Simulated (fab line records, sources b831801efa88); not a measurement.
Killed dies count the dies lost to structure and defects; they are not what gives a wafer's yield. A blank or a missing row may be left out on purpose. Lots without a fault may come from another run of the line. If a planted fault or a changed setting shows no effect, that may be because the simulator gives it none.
fab line records	flow sfq-line
record: lots: 7	wafers: 21	last-day: 92
route steps=325 shown I3@143 M4@148 I4@163 JJ@178 M8@325
lots that met no fault: taken from a fault-free run of the same line
start-h: the number of hours between the record's first day and the start of the first shown wafer of the lot	wait-h: hours from the lot's prior step to this one	" same as the row above	L1.1+2: one row covering several wafers at once	- either no value or no given start	* or withheld: withheld	< > ~ a bound
route shown NAME@n: names a module that has steps shown in the file, with the first one's number in the route	usual: mean and standard deviation over wafers with no fault	same: alike in all rows	chamber/n: place in a boat	sites: the reading at each site	_std_site: how widely they spread, as a standard deviation	_edge_site: outer sites' mean less inner sites'	radius-mm: for every site, how far away it sits from the centre of the wafer	mask NAME#n: copy n	behind: tool/chamber where the wafer was last shaped	hold: the reason the lot was held/the length of the hold in hours/how it ended	device: the n, p or np transistor that did not switch	end of line: tests of these same wafers at the route's end	a step without rows: its recipe alone	killed: dies lost to structure and defects at the first sort, not the wafer's yield	map: per-die view of a wafer (x killed, . not killed, _ where there is no die)
set.NAME: the setting that was run; set.NAME@STEP: the one run at that earlier step	model.NAME: the simulator's own value behind a step, which no gauge read
certain route steps with their lots: each step a table, each wafer a row
services: a tool's chamber out of use, with start hour (start-h, from the record's first day; less than 0 if before it), hours out, and reason
== steps ==
step: SFQ_I3_OVL_MEAS_923
usual: I3_OVL: 0/5.8
lot.wafer	tool	chamber	start-h	wait-h	I3_OVL[nm]
L103.1	overlay-02	-	1157.27	0.1	-9
L103.2	"	-	"	"	-6
L103.4	"	-	"	"	-6
L113.3	overlay-02	-	1262.88	0.1	12
L113.5	"	-	"	"	9
L113.6	"	-	"	"	3
L117.1	overlay-01	-	1291.80	0.1	-4
L117.3	"	-	"	"	-10
L117.4	"	-	"	"	-5
L118.1	overlay-02	-	1306.84	0.1	7
L118.2	"	-	"	"	6
L118.6	"	-	"	"	6
L119.1	overlay-01	-	1318.84	0.1	-7
L119.2	"	-	"	"	-7
L119.6	"	-	"	"	-3
L124.1	overlay-01	-	1350.00	0.1	2
L124.2	"	-	"	"	4
L124.4	"	-	"	"	11
L126.2	overlay-01	-	1352.40	0.1	0
L126.4	"	-	"	"	-7
L126.6	"	-	"	"	-9
step: SFQ_TRILAYER_I3_VIA_BARC_OPEN_VIA_ETCH_121
recipe: mask-material: PR	chemistry: O2	target-depth-nm: 125	target: BARC	source-w: 500	bias-w: 80	pressure-mtorr: 30	time-s: 41.7
step: SFQ_TRILAYER_I3_VIA_ETCH_VIA_ETCH_088
recipe: target: SiO2	stop-on: Nb	mask-material: PR	taper-deg: 20	chemistry: CHF3	target-depth-nm: 260	source-w: 500	bias-w: 80	pressure-mtorr: 30	time-s: withheld
usual: drypump-motor-current-A: 5.7/0.41	oes-product-au: 0.854/0.0049
lot.wafer	tool	chamber	start-h	wait-h	drypump-motor-current-A	oes-product-au
L103.1	rie-diel-04	2	1157.35	0.0	5.1	0.850
L103.2	"	1	"	"	6.0	0.849
L103.4	"	1	"	"	6.1	0.856
L113.3	rie-diel-04	3	1262.95	0.0	6.1	0.862
L113.5	"	3	"	"	6.1	0.852
L113.6	"	2	"	"	5.1	0.850
L117.1	rie-diel-02	2	1291.87	0.0	6.0	0.856
L117.3	"	3	"	"	5.2	0.851
L117.4	"	0	"	"	5.6	0.852
L118.1	rie-diel-03	0	1306.92	0.0	6.2	0.850
L118.2	"	3	"	"	5.6	0.852
L118.6	"	3	"	"	5.5	0.854
L119.1	rie-diel-03	0	1318.92	0.0	6.2	0.846
L119.2	"	1	"	"	5.9	0.845
L119.6	"	1	"	"	5.9	0.848
L124.1	rie-diel-03	3	1350.07	0.0	5.6	0.852
L124.2	"	0	"	"	6.1	0.855
L124.4	"	1	"	"	5.8	0.857
L126.2	rie-diel-02	2	1352.47	0.0	6.0	0.855
L126.4	"	3	"	"	5.2	0.847
L126.6	"	2	"	"	6.0	0.855
step: SFQ_TRILAYER_I3_VIA_STRIP_STRIP_089
recipe: gas: O2	power-w: 200	platen-temp-c: 40	overash-fraction: 0.65	chemistry: O2	pressure-mtorr: 50
step: SFQ_TRILAYER_I3_VIA_STRIP_SOLV_CLEAN_090
recipe: chemistry: NMP	temp-c: 70	time-s: 600
step: SFQ_TRILAYER_M4_DEP_PRE_CLEAN_092
recipe: gas: Ar	time-s: 22.5	bias-v: 250
step: SFQ_TRILAYER_M4_DEP_SPUTTER_091
recipe: material: Nb	base-pressure-pa: 1.33e-06	chamber-pressure-pa: 0.1333	substrate-temp-c: 20	resputter-cathode-voltage-v: 400	target-thk-nm: 200	power-w: 2000	time-s: 133.3
step: SFQ_M4_RS_MEAS_924
recipe: thk-meas-gauge: four-point-probe	reads: Nb_of_TRILAYER_M4_DEP_SPUTTER_091
usual: M4_NB_RS: 0.891/0.0087
lot.wafer	tool	chamber	start-h	wait-h	M4_NB_RS[ohm/sq]
L103.1	film-metro-02	-	1158.36	0.0	0.897
L103.2	"	-	"	"	0.883
L103.4	"	-	"	"	0.887
L113.3	film-metro-02	-	1264.00	0.1	0.887
L113.5	"	-	"	"	0.889
L113.6	"	-	"	"	0.891
L117.1	film-metro-01	-	1292.90	0.0	0.881
L117.3	"	-	"	"	0.884
L117.4	"	-	"	"	0.881
L118.1	film-metro-02	-	1307.93	0.0	0.894
L118.2	"	-	"	"	0.895
L118.6	"	-	"	"	0.886
L119.1	film-metro-03	-	1319.93	0.0	0.900
L119.2	"	-	"	"	0.906
L119.6	"	-	"	"	0.907
L124.1	film-metro-02	-	1351.10	0.0	0.890
L124.2	"	-	"	"	0.896
L124.4	"	-	"	"	0.890
L126.2	film-metro-02	-	1353.50	0.1	0.895
L126.4	"	-	"	"	0.901
L126.6	"	-	"	"	0.901
step: SFQ_TRILAYER_M4_LITHO_COAT_098
recipe: resist: BARC	spin-rpm: 3000	resist-thk-nm: 62
step: SFQ_TRILAYER_M4_LITHO_COAT_093
recipe: resist: KrF	spin-rpm: 3000	resist-thk-nm: 600
step: SFQ_TRILAYER_M4_LITHO_SOFTBAKE_097
recipe: temp-c: withheld	time-s: withheld	resist: KrF
step: SFQ_TRILAYER_M4_LITHO_EXPOSE_094
recipe: mask-id: M4	na: 0.6	source-shape: conventional	sigma-outer: 0.65	target-cd-nm: 500	dose-mj: 14.4
usual: reticle-temp-C: 23.00/0.13
lot.wafer	tool	chamber	start-h	wait-h	mask	reticle-temp-C
L103.1	krf-scanner-01	0	1257.77	-	M4#0	22.88
L103.2	"	0	"	"	M4#0	23.09
L103.4	"	0	"	"	M4#0	22.94
L113.3	krf-scanner-02	0	1369.30	-	M4#0	22.97
L113.5	"	0	"	"	M4#0	23.04
L113.6	"	0	"	"	M4#0	23.07
L117.1	krf-scanner-01	0	1397.51	-	M4#0	22.86
L117.3	"	0	"	"	M4#0	22.90
L117.4	"	0	"	"	M4#0	22.88
L118.1	krf-scanner-01	0	1411.91	-	M4#0	22.93
L118.2	"	0	"	"	M4#0	23.07
L118.6	"	0	"	"	M4#0	23.01
L119.1	krf-scanner-01	0	1425.11	-	M4#0	23.07
L119.2	"	0	"	"	M4#0	23.23
L119.6	"	0	"	"	M4#0	23.04
L124.1	krf-scanner-02	0	1468.56	-	M4#0	22.98
L124.2	"	0	"	"	M4#0	22.88
L124.4	"	0	"	"	M4#0	22.91
L126.2	krf-scanner-02	0	1471.16	-	M4#0	22.85
L126.4	"	0	"	"	M4#0	22.88
L126.6	"	0	"	"	M4#0	22.95
step: SFQ_TRILAYER_M4_LITHO_PEB_096
recipe: peb-temp-c: 115	peb-time-s: 60	resist: KrF
step: SFQ_TRILAYER_M4_LITHO_DEVELOP_095
recipe: time-s: 60	resist: KrF
step: SFQ_M4_OVL_MEAS_926
usual: M4_OVL: -1/5
lot.wafer	tool	chamber	start-h	wait-h	M4_OVL[nm]
L103.1	overlay-01	-	1259.27	0.1	2
L103.2	"	-	"	"	-2
L103.4	"	-	"	"	2
L113.3	overlay-02	-	1370.41	0.1	3
L113.5	"	-	"	"	1
L113.6	"	-	"	"	5
L117.1	overlay-01	-	1399.01	0.1	-9
L117.3	"	-	"	"	-7
L117.4	"	-	"	"	-4
L118.1	overlay-02	-	1413.41	0.1	-3
L118.2	"	-	"	"	-7
L118.6	"	-	"	"	-4
L119.1	overlay-01	-	1426.61	0.1	-7
L119.2	"	-	"	"	-9
L119.6	"	-	"	"	-5
L124.1	overlay-02	-	1470.06	0.1	4
L124.2	"	-	"	"	1
L124.4	"	-	"	"	-2
L126.2	overlay-02	-	1472.47	0.1	-2
L126.4	"	-	"	"	-3
L126.6	"	-	"	"	-6
step: SFQ_TRILAYER_M4_BARC_OPEN_METAL_ETCH_123
recipe: mask-material: PR	chemistry: O2	target-depth-nm: 125	target: BARC	icp-w: 600	bias-w: 80	pressure-mtorr: 10	time-s: 41.7
usual: drypump-motor-current-A: 5.44/0.23	oes-product-au: 0.685/0.0047
lot.wafer	tool	chamber	start-h	wait-h	drypump-motor-current-A	oes-product-au	rf-hours-counter-h	model.M4.cd-nm
L103.1	rie-metal-04	1	1259.31	0.0	5.33	0.687	114	499.1
L103.2	"	1	"	"	5.34	0.691	-	499.3
L103.4	"	1	"	"	5.34	0.687	-	500.1
L113.3	rie-metal-01	0	1370.45	0.0	5.83	0.688	-	502.3
L113.5	"	1	"	"	5.69	0.687	-	501.4
L113.6	"	0	"	"	5.83	0.691	-	501.3
L117.1	rie-metal-01	0	1399.05	0.0	5.82	0.685	82	491
L117.3	"	1	"	"	5.72	0.685	-	482.4
L117.4	"	0	"	"	5.82	0.681	-	487.7
L118.1	rie-metal-04	1	1413.45	0.0	5.34	0.687	1	494.3
L118.2	"	0	"	"	5.16	0.681	19	485.3
L118.6	"	0	"	"	5.17	0.676	-	478.2
L119.1	rie-metal-03	1	1426.65	0.0	5.33	0.683	1	476.7
L119.2	"	0	"	"	5.60	0.689	111	475.7
L119.6	"	0	"	"	5.59	0.681	-	490
L124.1	rie-metal-04	0	1470.10	0.0	5.17	0.691	28	497.4
L124.2	"	1	"	"	5.35	0.688	10	498.1
L124.4	"	0	"	"	5.17	0.683	-	496
L126.2	rie-metal-04	1	1472.50	0.0	5.34	0.687	10	500.4
L126.4	"	1	"	"	5.32	0.689	-	502.4
L126.6	"	1	"	"	5.34	0.686	-	501.6
step: SFQ_TRILAYER_M4_ETCH_METAL_ETCH_096
recipe: target: Nb	stop-on: SiO2	mask-material: PR	chemistry: Cl2/Ar	target-depth-nm: 240	icp-w: 600	bias-w: 80	pressure-mtorr: 10	time-s: 120
usual: drypump-motor-current-A: 5.44/0.23	oes-product-au: 0.893/0.0064
lot.wafer	tool	chamber	start-h	wait-h	drypump-motor-current-A	oes-product-au	rf-hours-counter-h	model.M4.cd-nm
L103.1	rie-metal-04	1	1259.43	0.1	5.35	0.888	114	499.8
L103.2	"	1	"	"	5.35	0.903	-	499.2
L103.4	"	1	"	"	5.34	0.890	-	501
L113.3	rie-metal-01	0	1370.53	0.1	5.83	0.884	-	502.4
L113.5	"	1	"	"	5.74	0.896	-	503.6
L113.6	"	0	"	"	5.83	0.885	-	500.6
L117.1	rie-metal-01	0	1399.11	0.0	5.81	0.901	82	492
L117.3	"	1	"	"	5.72	0.899	-	484
L117.4	"	0	"	"	5.84	0.892	-	488.5
L118.1	rie-metal-04	1	1413.51	0.0	5.31	0.889	1	493.3
L118.2	"	0	"	"	5.16	0.890	19	483.8
L118.6	"	0	"	"	5.18	0.892	-	477.3
L119.1	rie-metal-03	1	1426.71	0.0	5.33	0.894	1	478.2
L119.2	"	0	"	"	5.58	0.887	111	477.3
L119.6	"	0	"	"	5.59	0.884	-	491.2
L124.1	rie-metal-04	0	1470.16	0.0	5.17	0.892	28	497.4
L124.2	"	1	"	"	5.34	0.890	10	497.5
L124.4	"	0	"	"	5.16	0.887	-	494.6
L126.2	rie-metal-04	1	1472.56	0.0	5.32	0.891	10	500.4
L126.4	"	1	"	"	5.30	0.894	-	501.9
L126.6	"	1	"	"	5.31	0.889	-	502.4
step: SFQ_TRILAYER_M4_STRIP_STRIP_097
recipe: gas: O2	power-w: 200	platen-temp-c: 40	overash-fraction: 0.65	chemistry: O2	pressure-mtorr: 50
step: SFQ_TRILAYER_M4_STRIP_SOLV_CLEAN_098
recipe: chemistry: NMP	temp-c: 70	time-s: 600
step: SFQ_TRILAYER_I4_DEP_PECVD_099
recipe: material: SiO2	temp-c: 150	time-s: 111.11	pressure-torr: 2.4	rf-w: 183.3	precursor: SiH4/N2O	target-thk-nm: 500
step: SFQ_TRILAYER_I4_CMP_CMP_100
recipe: material: SiO2	down-force-psi: 3	platen-rpm: 60	pad-velocity-m-s: 0.94248
step: SFQ_I4_BOW_MEAS_927
recipe: mode: bow
usual: I4_BOW: 1/9.5
lot.wafer	tool	chamber	start-h	wait-h	I4_BOW[um]
L103.1	film-metro-03	-	1295.30	2.0	-15
L103.2	"	-	"	"	1
L103.4	"	-	"	"	1
L113.3	film-metro-01	-	1374.51	2.0	-20
L113.5	"	-	"	"	-10
L113.6	"	-	"	"	-9
L117.1	film-metro-01	-	1403.09	2.5	4
L117.3	"	-	"	"	0
L117.4	"	-	"	"	15
L118.1	film-metro-01	-	1417.49	2.5	7
L118.2	"	-	"	"	4
L118.6	"	-	"	"	13
L119.1	film-metro-03	-	1430.69	1.5	22
L119.2	"	-	"	"	29
L119.6	"	-	"	"	8
L124.1	film-metro-03	-	1477.75	2.0	0
L124.2	"	-	"	"	3
L124.4	"	-	"	"	9
L126.2	film-metro-03	-	1480.77	1.5	3
L126.4	"	-	"	"	5
L126.6	"	-	"	"	-2
step: SFQ_TRILAYER_I4_METRO_MEASURE_101
step: SFQ_TRILAYER_I4_VIA_LITHO_COAT_108
recipe: resist: BARC	spin-rpm: 3000	resist-thk-nm: 62
step: SFQ_TRILAYER_I4_VIA_LITHO_COAT_103
recipe: resist: KrF	spin-rpm: 3000	resist-thk-nm: 650
step: SFQ_TRILAYER_I4_VIA_LITHO_SOFTBAKE_107
recipe: temp-c: withheld	time-s: withheld	resist: KrF
step: SFQ_TRILAYER_I4_VIA_LITHO_EXPOSE_104
recipe: mask-id: I4	na: 0.6	source-shape: conventional	sigma-outer: 0.65	target-cd-nm: 700	dose-mj: 21.3
step: SFQ_TRILAYER_I4_VIA_LITHO_PEB_106
recipe: peb-temp-c: 115	peb-time-s: 60	resist: KrF
step: SFQ_TRILAYER_I4_VIA_LITHO_DEVELOP_105
recipe: time-s: 60	resist: KrF
step: SFQ_I4_OVL_MEAS_928
usual: I4_OVL: -3/6.4
lot.wafer	tool	chamber	start-h	wait-h	I4_OVL[nm]
L103.1	overlay-02	-	1402.61	0.1	-3
L103.2	"	-	"	"	0
L103.4	"	-	"	"	3
L113.3	overlay-02	-	1491.67	0.1	-7
L113.5	"	-	"	"	-2
L113.6	"	-	"	"	-11
L117.1	overlay-02	-	1523.11	0.1	-3
L117.3	"	-	"	"	-12
L117.4	"	-	"	"	-10
L118.1	overlay-01	-	1545.36	0.1	-6
L118.2	"	-	"	"	3
L118.6	"	-	"	"	1
L119.1	overlay-01	-	1556.16	0.1	-7
L119.2	"	-	"	"	-3
L119.6	"	-	"	"	-5
L124.1	overlay-02	-	1599.51	0.1	-10
L124.2	"	-	"	"	-4
L124.4	"	-	"	"	-2
L126.2	overlay-01	-	1604.32	0.1	0
L126.4	"	-	"	"	4
L126.6	"	-	"	"	-4
step: SFQ_TRILAYER_I4_VIA_BARC_OPEN_VIA_ETCH_146
recipe: mask-material: PR	chemistry: O2	target-depth-nm: 125	target: BARC	source-w: 500	bias-w: 80	pressure-mtorr: 30	time-s: 41.7
usual: drypump-motor-current-A: 6.0/0.39	oes-product-au: 0.685/0.0044
lot.wafer	tool	chamber	start-h	wait-h	drypump-motor-current-A	oes-product-au	rf-hours-counter-h
L103.1	rie-diel-03	3	1402.65	0.0	5.5	0.684	12
L103.2	"	1	"	"	5.9	0.689	10
L103.4	"	0	"	"	6.2	0.683	18
L113.3	rie-diel-01	0	1491.70	0.0	5.6	0.691	14
L113.5	"	3	"	"	6.3	0.686	-
L113.6	"	0	"	"	5.6	0.687	-
L117.1	rie-diel-04	3	1523.15	0.0	6.1	0.677	5
L117.3	"	0	"	"	5.8	0.691	16
L117.4	"	2	"	"	5.1	0.683	7
L118.1	rie-diel-01	1	1545.40	0.0	6.7	0.691	18
L118.2	"	0	"	"	5.6	0.687	15
L118.6	"	2	"	"	5.9	0.684	-
L119.1	rie-diel-01	3	1556.20	0.0	6.3	0.676	19
L119.2	"	0	"	"	5.6	0.687	15
L119.6	"	0	"	"	5.6	0.686	-
L124.1	rie-diel-04	2	1599.55	0.0	5.1	0.692	7
L124.2	"	1	"	"	6.1	0.690	15
L124.4	"	0	"	"	5.8	0.690	17
L126.2	rie-diel-04	0	1604.35	0.0	5.8	0.688	17
L126.4	"	3	"	"	6.1	0.683	6
L126.6	"	3	"	"	6.1	0.688	-
step: SFQ_TRILAYER_I4_VIA_ETCH_VIA_ETCH_106
recipe: target: SiO2	stop-on: Nb	mask-material: PR	taper-deg: 20	chemistry: CHF3	target-depth-nm: 260	source-w: 500	bias-w: 80	pressure-mtorr: 30	time-s: withheld
usual: drypump-motor-current-A: 6.0/0.39	oes-product-au: 0.855/0.005
lot.wafer	tool	chamber	start-h	wait-h	drypump-motor-current-A	oes-product-au
L103.1	rie-diel-03	3	1402.69	0.0	5.5	0.856
L103.2	"	1	"	"	5.9	0.857
L103.4	"	0	"	"	6.2	0.864
L113.3	rie-diel-01	0	1491.74	0.0	5.6	0.852
L113.5	"	3	"	"	6.4	0.861
L113.6	"	0	"	"	5.6	0.847
L117.1	rie-diel-04	3	1523.19	0.0	6.1	0.849
L117.3	"	0	"	"	5.8	0.856
L117.4	"	2	"	"	5.1	0.855
L118.1	rie-diel-01	1	1545.44	0.0	6.7	0.852
L118.2	"	0	"	"	5.6	0.846
L118.6	"	2	"	"	5.9	0.857
L119.1	rie-diel-01	3	1556.24	0.0	6.4	0.848
L119.2	"	0	"	"	5.6	0.857
L119.6	"	0	"	"	5.6	0.858
L124.1	rie-diel-04	2	1599.59	0.0	5.1	0.853
L124.2	"	1	"	"	6.0	0.859
L124.4	"	0	"	"	5.8	0.855
L126.2	rie-diel-04	0	1604.39	0.0	5.8	0.854
L126.4	"	3	"	"	6.1	0.857
L126.6	"	3	"	"	6.1	0.859
step: SFQ_TRILAYER_I4_VIA_STRIP_STRIP_107
recipe: gas: O2	power-w: 200	platen-temp-c: 40	overash-fraction: 0.65	chemistry: O2	pressure-mtorr: 50
usual: drypump-motor-current-A: 5.49/0.25	oes-product-au: 1.000/0.0064
lot.wafer	tool	chamber	start-h	wait-h	drypump-motor-current-A	oes-product-au	rf-hours-counter-h
L103.1	rie-metal-03	0	1402.80	-	5.58	1.003	107
L103.2	"	0	"	"	5.55	0.993	-
L103.4	"	0	"	"	5.62	0.996	-
L113.3	rie-metal-03	1	1492.05	-	5.35	1.004	-
L113.5	"	1	"	"	5.34	0.999	-
L113.6	"	0	"	"	5.56	1.004	-
L117.1	rie-metal-03	1	1523.30	-	5.32	1.006	16
L117.3	"	1	"	"	5.32	1.002	-
L117.4	"	1	"	"	5.33	0.995	-
L118.1	rie-metal-03	0	1545.55	-	5.57	1.004	1
L118.2	"	1	"	"	5.33	1.007	17
L118.6	"	0	"	"	5.59	1.004	-
L119.1	rie-metal-03	0	1556.35	-	5.61	0.996	2
L119.2	"	1	"	"	5.31	1.006	19
L119.6	"	0	"	"	5.61	0.992	-
L124.1	rie-metal-02	0	1599.70	-	6.04	0.991	0
L124.2	"	1	"	"	5.77	1.008	102
L124.4	"	1	"	"	5.76	1.003	-
L126.2	rie-metal-04	0	1604.50	-	5.17	1.014	42
L126.4	"	0	"	"	5.17	1.012	-
L126.6	"	0	"	"	5.18	1.012	-
step: SFQ_TRILAYER_I4_VIA_STRIP_SOLV_CLEAN_108
recipe: chemistry: NMP	temp-c: 70	time-s: 600
step: SFQ_TRILAYER_JJ_TRILAYER_DEP_PRE_CLEAN_113
recipe: gas: Ar	time-s: 22.5	bias-v: 250
step: SFQ_TRILAYER_JJ_TRILAYER_DEP_SPUTTER_109
recipe: material: Nb	base-pressure-pa: 1.33e-06	chamber-pressure-pa: 0.1333	substrate-temp-c: 20	target-thk-nm: 150	power-w: 2000	time-s: 100
usual: chamber-pressure-pa: 0.13333/0.00028	throttle-valve-pct: 29.9/0.93
lot.wafer	tool	chamber	start-h	wait-h	chamber-pressure-pa	throttle-valve-pct
L103.1	pvd-sputter-03	-	1404.21	0.0	0.13314	29.3
L103.2	"	-	"	"	0.1331	31.9
L103.4	"	-	"	"	0.13307	30.8
L113.3	pvd-sputter-04	-	1492.65	0.0	0.13381	30.4
L113.5	"	-	"	"	0.13337	28.9
L113.6	"	-	"	"	0.13377	30.4
L117.1	pvd-sputter-06	-	1525.10	0.0	0.13326	29.1
L117.3	"	-	"	"	0.13321	30.1
L117.4	"	-	"	"	0.13363	29.9
L118.1	pvd-sputter-04	-	1546.35	0.0	0.1328	28.9
L118.2	"	-	"	"	0.13325	28.8
L118.6	"	-	"	"	0.13347	28.9
L119.1	pvd-sputter-06	-	1557.15	0.0	0.13337	30.0
L119.2	"	-	"	"	0.13313	29.0
L119.6	"	-	"	"	0.13346	30.2
L124.1	pvd-sputter-06	-	1600.52	0.0	0.13305	31.3
L124.2	"	-	"	"	0.13331	30.0
L124.4	"	-	"	"	0.13348	29.1
L126.2	pvd-sputter-06	-	1605.32	0.0	0.1334	29.8
L126.4	"	-	"	"	0.13333	31.0
L126.6	"	-	"	"	0.13327	29.1
step: SFQ_TRILAYER_JJ_TRILAYER_DEP_SPUTTER_110
recipe: material: Al	base-pressure-pa: 1.33e-06	target-thk-nm: 8	power-w: 500	time-s: 10	chamber-pressure-pa: 0.4
step: SFQ_TRILAYER_JJ_TRILAYER_DEP_AL_OXIDATION_111
recipe: pressure-mbar: 0.014667	oxidation-time-s: 600	temperature-k: 293
step: SFQ_TRILAYER_JJ_TRILAYER_DEP_SPUTTER_112
recipe: material: Nb	base-pressure-pa: 1.33e-06	chamber-pressure-pa: 0.1333	substrate-temp-c: 20	target-thk-nm: 170	power-w: 2000	time-s: 113.3
step: SFQ_JJ_RS_MEAS_929
recipe: thk-meas-gauge: four-point-probe	reads: Nb_of_TRILAYER_JJ_TRILAYER_DEP_SPUTTER_112
usual: JJ_NB_RS: 1.047/0.011
lot.wafer	tool	chamber	start-h	wait-h	JJ_NB_RS[ohm/sq]
L103.1	film-metro-02	-	1405.38	0.0	1.052
L103.2	"	-	"	"	1.051
L103.4	"	-	"	"	1.045
L113.3	film-metro-02	-	1493.87	0.1	1.020
L113.5	"	-	"	"	1.025
L113.6	"	-	"	"	1.031
L117.1	film-metro-01	-	1526.28	0.0	1.042
L117.3	"	-	"	"	1.045
L117.4	"	-	"	"	1.050
L118.1	film-metro-04	-	1547.53	0.0	1.044
L118.2	"	-	"	"	1.034
L118.6	"	-	"	"	1.035
L119.1	film-metro-02	-	1558.33	0.0	1.038
L119.2	"	-	"	"	1.048
L119.6	"	-	"	"	1.051
L124.1	film-metro-01	-	1601.70	0.0	1.044
L124.2	"	-	"	"	1.046
L124.4	"	-	"	"	1.042
L126.2	film-metro-01	-	1606.52	0.1	1.057
L126.4	"	-	"	"	1.051
L126.6	"	-	"	"	1.050
step: SFQ_M8_BOW_MEAS_951
recipe: mode: bow
usual: M8_BOW: 8/12
lot.wafer	tool	chamber	start-h	wait-h	M8_BOW[um]	model.etest.m4.ohm-um
L103.1	film-metro-04	-	1880.74	0.0	-10	1.793
L103.2	"	-	"	"	6	1.769
L103.4	"	-	"	"	7	1.773
L113.3	film-metro-03	-	2028.42	0.0	-22	1.768
L113.5	"	-	"	"	-11	1.768
L113.6	"	-	"	"	-10	1.781
L117.1	film-metro-03	-	2046.22	0.0	9	1.791
L117.3	"	-	"	"	4	1.826
L117.4	"	-	"	"	18	1.806
L118.1	film-metro-03	-	2047.40	0.0	5	1.808
L118.2	"	-	"	"	3	1.849
L118.6	"	-	"	"	12	1.855
L119.1	film-metro-01	-	2090.54	0.0	39	1.882
L119.2	"	-	"	"	46	1.899
L119.6	"	-	"	"	26	1.849
L124.1	film-metro-01	-	2196.13	0.0	20	1.789
L124.2	"	-	"	"	21	1.798
L124.4	"	-	"	"	26	1.8
L126.2	film-metro-01	-	2211.84	0.0	15	1.791
L126.4	"	-	"	"	16	1.793
L126.6	"	-	"	"	9	1.792
== services ==
tool	chamber	start-h	hours	kind
rie-metal-04	-	1138.42	2.8	pm
rie-diel-04	0	1153.28	10.7	repair
rie-metal-04	-	1154.67	0.7	repair
rie-diel-03	0	1162.05	2.1	repair
rie-diel-01	-	1197.03	15.6	pm
rie-diel-04	3	1238.17	23.1	repair
rie-diel-04	0	1240.73	5.1	repair
rie-diel-04	0	1268.84	4.0	repair
rie-diel-04	2	1297.77	3.7	repair
rie-metal-04	0	1340.94	4.4	repair
rie-diel-01	1	1344.87	6.2	repair
rie-diel-04	3	1347.99	5.6	repair
rie-diel-04	0	1439.02	8.7	repair
rie-diel-04	1	1462.33	2.1	repair
rie-diel-01	0	1475.20	3.7	repair
rie-diel-04	0	1476.65	4.2	repair
rie-metal-04	-	1478.09	0.1	repair
rie-diel-04	-	1498.01	0.8	repair
rie-diel-04	3	1503.55	7.6	repair
rie-metal-04	-	1558.39	15.6	pm
rie-diel-04	0	1564.18	9.2	repair
rie-metal-04	0	1584.12	15.9	repair
rie-diel-01	1	1586.47	8.0	repair
rie-diel-01	0	1589.69	7.3	repair
== key ==
first-sign none at tools or gauges
model-effect: step: SFQ_TRILAYER_M4_BARC_OPEN_METAL_ETCH_123	value: M4.cd-nm	without: 499.7	struck: 484.6
model-effect: step: SFQ_TRILAYER_M4_ETCH_METAL_ETCH_096	value: M4.cd-nm	without: 500.2	struck: 485.1
model-effect: step: SFQ_M8_BOW_MEAS_951	value: etest.m4.ohm-um	without: 1.785	struck: 1.841
met-at SFQ_TRILAYER_M4_LITHO_EXPOSE_094
struck-wafers L117.1,L117.3,L117.4,L118.1,L118.2,L118.6,L119.1,L119.2,L119.6
onset-between 1257.77 1397.51
fault: kind: process-parameter-drift	tool: krf-scanner-01	chamber: -	onset-h: 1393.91	steps: SFQ_TRILAYER_M4_LITHO_EXPOSE_094	channel: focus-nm	offset: 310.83	spread-by-wafer: 0.3	shape: step	end-h: 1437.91
